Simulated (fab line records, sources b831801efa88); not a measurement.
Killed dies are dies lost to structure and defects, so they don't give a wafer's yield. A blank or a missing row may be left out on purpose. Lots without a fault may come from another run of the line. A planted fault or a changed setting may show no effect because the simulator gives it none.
Which tool did it? | flow sky130 | 13 lots, 38 wafers sampled, at 5 steps of a route of 708

WHAT THE GAUGES READ, wafer by wafer
SKY_NWELL_TW_MEAS_15. Usual: NWELL_TW 1806, standard deviation 13.
lot  | measured     | on            | NWELL_TW       | flag
L275 | day 4 13:22  | film_metro-02 | 1797 1801 1797 |
L277 | day 5 01:25  | film_metro-04 | 1802 1800 1802 |
L278 | day 5 09:00  | film_metro-02 | 1792 1796 1804 |
L279 | day 5 13:28  | film_metro-02 | 1785 1798 1791 |
L280 | day 5 19:53  | film_metro-02 | 1800 1791 1795 |
L281 | day 6 01:55  | film_metro-03 | 1806 1813 1803 |
L283 | day 6 12:25  | film_metro-03 | 1816 1814 1821 |
L292 | day 8 20:10  | film_metro-02 | 1790 1787      |
L293 | day 8 20:55  | film_metro-03 | 1809 1814 1811 |
L294 | day 9 03:29  | film_metro-02 | 1793 1791 1794 |
L295 | day 9 11:10  | film_metro-04 | 1805 1808 1791 |
L297 | day 10 07:16 | film_metro-04 | 1801 1804 1805 |
L298 | day 10 08:13 | film_metro-03 | 1830 1837 1828 |

SKY_NWELL_OVL_MEAS_23. Usual: NWELL_01_OVL -0.5 nm, standard deviation 1.3.
lot  | measured     | on         | NWELL_01_OVL (nm) | flag
L275 | day 5 06:16  | overlay-01 | -1.0 -0.2 0.9     |
L277 | day 5 19:40  | overlay-01 | -1.8 -0.1 -1.2    |
L278 | day 6 02:41  | overlay-01 | -1.0 -0.4 0.4     |
L279 | day 6 07:34  | overlay-01 | -0.7 1.1 0.4      |
L280 | day 6 14:31  | overlay-01 | -1.8 -0.3 -0.7    |
L281 | day 6 20:46  | overlay-02 | -1.8 -0.7 -0.8    |
L283 | day 7 07:20  | overlay-01 | -1.9 2.4 -0.7     |
L292 | day 9 17:40  | overlay-02 | 0.1 -0.7          |
L293 | day 9 18:19  | overlay-01 | -0.1 0.7 0.4      |
L294 | day 10 00:26 | overlay-02 | -2.4 -1.8 0.5     |
L295 | day 10 09:08 | overlay-01 | 2.6 1.8 1.6       |
L297 | day 11 07:04 | overlay-01 | -0.5 1.1 0.6      |
L298 | day 11 07:50 | overlay-02 | -1.9 -0.6 -4.2    |

SKY_VT_ADJUST_HVTP_OVL_MEAS_08. Usual: VT_ADJUST_HVTP_OVL -0.5 nm, standard deviation 1.4.
lot  | measured     | on         | VT_ADJUST_HVTP_OVL (nm) | flag
L275 | day 6 01:08  | overlay-02 | -3.1 -1.4 -1.8          |
L277 | day 6 15:26  | overlay-01 | 0.5 -0.2 0.1            |
L278 | day 6 22:28  | overlay-02 | -0.2 -0.6 -2.4          |
L279 | day 7 03:35  | overlay-02 | -0.3 -1.7 -0.3          |
L280 | day 7 10:05  | overlay-01 | -2.1 -1.0 -0.9          |
L281 | day 7 16:32  | overlay-01 | -0.7 -0.7 -1.4          |
L283 | day 8 03:17  | overlay-02 | -0.4 0.3 -0.4           |
L292 | day 10 16:20 | overlay-01 | 0.6 2.0                 |
L293 | day 10 17:51 | overlay-02 | 0.9 -2.3 0.3            |
L294 | day 11 00:17 | overlay-01 | 0.9 1.9 1.0             |
L295 | day 11 09:08 | overlay-01 | -1.2 1.7 -0.6           |
L297 | day 12 09:00 | overlay-01 | -0.8 1.5 0.5            |
L298 | day 12 09:44 | overlay-02 | -0.5 1.2 0.5            |

WHICH TOOL RAN EACH LOT (tool, then ch and the chambers of the sampled wafers, then the start)
lot  | SKY_PWDE_COAT_02                 | SKY_PWDE_STRIP_09
L275 | litho_track-02 ch 0, day 3 11:37 | plasma_asher-02 ch 0,1, day 3 19:46
L277 | litho_track-03 ch 0, day 3 23:29 | plasma_asher-03 ch 0,1, day 4 08:20
L278 | litho_track-02 ch 0, day 4 06:27 | plasma_asher-01 ch 0,1, day 4 14:53
L279 | litho_track-04 ch 0, day 4 11:37 | plasma_asher-03 ch 0,1, day 4 19:59
L280 | litho_track-02 ch 0, day 4 15:55 | plasma_asher-01 ch 0,1, day 5 01:01
L281 | litho_track-02 ch 0, day 4 22:22 | plasma_asher-03 ch 1, day 5 07:19
L283 | litho_track-02 ch 0, day 5 08:04 | plasma_asher-01 ch 0,1, day 5 17:43
L292 | litho_track-02 ch 0, day 7 12:37 | plasma_asher-03 ch 0,1, day 7 22:34
L293 | litho_track-02 ch 0, day 7 14:12 | plasma_asher-01 ch 0,1, day 8 00:28
L294 | litho_track-03 ch 0, day 7 19:02 | plasma_asher-01 ch 0,1, day 8 05:26
L295 | litho_track-04 ch 0, day 8 01:19 | plasma_asher-01 ch 1, day 8 12:25
L297 | litho_track-03 ch 0, day 8 21:46 | plasma_asher-03 ch 0,1, day 9 09:20
L298 | litho_track-04 ch 0, day 8 22:17 | plasma_asher-01 ch 0,1, day 9 09:31
- SKY_PWDE_COAT_02: resist thk 3000 nm.
- SKY_PWDE_STRIP_09: strips in O2/N2.

WHAT THE TOOLS THEMSELVES READ (means of the sampled wafers that have a number; where no wafer has one, the mark that the record gives instead)
SKY_PWDE_COAT_02. Usual: spin_speed_rpm 1999.9 rpm, standard deviation 1.2.
lot  | tool           | spin_speed_rpm (rpm) | flag
L275 | litho_track-02 | 2000.8               |
L277 | litho_track-03 | 2000.6               |
L278 | litho_track-02 | 2000.4               |
L279 | litho_track-04 | 2000.6               |
L280 | litho_track-02 | 1999.8               |
L281 | litho_track-02 | 1998.6               |
L283 | litho_track-02 | 1999.4               |
L292 | litho_track-02 | 1998.1               |
L293 | litho_track-02 | 1999.6               |
L294 | litho_track-03 | 1999.8               |
L295 | litho_track-04 | 1999.3               |
L297 | litho_track-03 | 1999.1               |
L298 | litho_track-04 | 1999.1               |

SKY_PWDE_STRIP_09. Usual: drypump_motor_current_A 5.9 A, standard deviation 0.46; o2_flow_sccm 2998 sccm, standard deviation 8.2; oes_product_au 0.723 a.u., standard deviation 0.0046; strip_time_to_endpoint_s 36.90 s, standard deviation 0.12.
lot  | tool            | drypump_motor_current_A (A) | o2_flow_sccm (sccm) | oes_product_au (a.u.) | strip_time_to_endpoint_s (s) | flag
L275 | plasma_asher-02 | 5.5                         | 3007                | 0.724                 | 36.81                        |
L277 | plasma_asher-03 | 5.7                         | 2997                | 0.725                 | 36.88                        |
L278 | plasma_asher-01 | 6.5                         | 2994                | 0.723                 | 36.80                        |
L279 | plasma_asher-03 | 5.6                         | 3002                | 0.722                 | 37.06                        |
L280 | plasma_asher-01 | 6.5                         | 2996                | 0.719                 | 36.91                        |
L281 | plasma_asher-03 | 5.7                         | 2991                | 0.719                 | 36.87                        |
L283 | plasma_asher-01 | 6.5                         | 3002                | 0.724                 | 36.85                        |
L292 | plasma_asher-03 | 5.7                         | 3000                | 0.714                 | 16.29                        | OFF
L293 | plasma_asher-01 | 6.5                         | 3001                | 0.726                 | 30.01                        | OFF
L294 | plasma_asher-01 | 6.6                         | 2998                | 0.722                 | 36.96                        |
L295 | plasma_asher-01 | 6.6                         | 3002                | 0.720                 | 37.03                        |
L297 | plasma_asher-03 | 5.7                         | 2998                | 0.722                 | 36.96                        |
L298 | plasma_asher-01 | 6.5                         | 2995                | 0.721                 | 36.76                        |

THE ANSWER, worked out from the rows above alone
Rule: a lot is off if the mean of its wafers that have a number lies more than 3 standard deviations from the usual mean. A lot without any number at a reading at which 4 lots or more have one is off too. The other lots that the step has rows for count as sound. The gauges are gone through in route order, then the tools' own readings, and for those a lot's mean is taken as printed above. The first step at which some lot is off is used, and at that step the reading that is off furthest; a lot without a number counts as furthest.
Off: L292, L293, at SKY_PWDE_STRIP_09 (strip_time_to_endpoint_s).
A tool fits if, at that step or a process step before it, it ran every lot that is off, and no sound lot after the first of them. One fits: litho_track-02 at SKY_PWDE_COAT_02. Its last sound lot is L283 (day 5 08:04), its first lot that is off L292 (day 7 12:37): a fault that began between those two fits.

WHAT THE SIMULATOR HAD PUT IN
Process parameter drift: litho_track-02, from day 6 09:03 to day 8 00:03, at SKY_PWDE_COAT_02. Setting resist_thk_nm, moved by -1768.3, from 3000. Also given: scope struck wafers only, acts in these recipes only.
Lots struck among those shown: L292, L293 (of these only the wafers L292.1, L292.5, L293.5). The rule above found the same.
